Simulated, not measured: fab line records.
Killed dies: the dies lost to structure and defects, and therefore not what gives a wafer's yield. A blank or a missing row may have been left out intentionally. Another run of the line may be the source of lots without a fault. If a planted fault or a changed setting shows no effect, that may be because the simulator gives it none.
Chamber matching	flow gf180mcu	4 sister chambers for GF_V5_ETCH_16 on rie diel-01
The step etches BARC in N2/H2. 4 wafers are shown with their chamber, then 7 later ones without.

## WAFERS PAIRED WITH THEIR CHAMBERS
wafer	chamber	drypump motor current A (A)
L382.4	2	5.7
L391.6	1	5.2
L392.4	0	6.2
L392.5	3	5.8

## WAFERS WHOSE CHAMBER IS MISSING
wafer	drypump motor current A (A)
L392.6	5.7
L397.1	5.7
L397.3	6.3
L397.4	5.7
L400.1	5.2
L400.2	5.9
L400.3	6.3

## CHAMBER TAKEN BY EACH
wafer	from the rows above	in truth
L392.6	can't be placed: 2 or 3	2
L397.1	can't be placed: 2 or 3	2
L397.3	0	0
L397.4	can't be placed: 2 or 3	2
L400.1	1	1
L400.2	can't be placed: 3 or 2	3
L400.3	0	0
Correct placement for 3 of the 7. From these rows, 4 cannot be placed; in 4 the true chamber is one of the candidates. Placed wrongly: 0.
How it was worked out, from the rows above alone: a wafer's distance from a chamber is the root of the sum, over the readings, of the square of ((its reading less the chamber's mean) divided by the reading's scatter). If the next closest chamber is less than 2 further off than the closest, the wafer can't be placed; otherwise it belongs to the closest. Each chamber's mean is taken over the wafers shown for it. The scatter (one wafer shown for each chamber): square how far every hidden wafer sits from the nearest shown wafer, average those squares and take the square root.
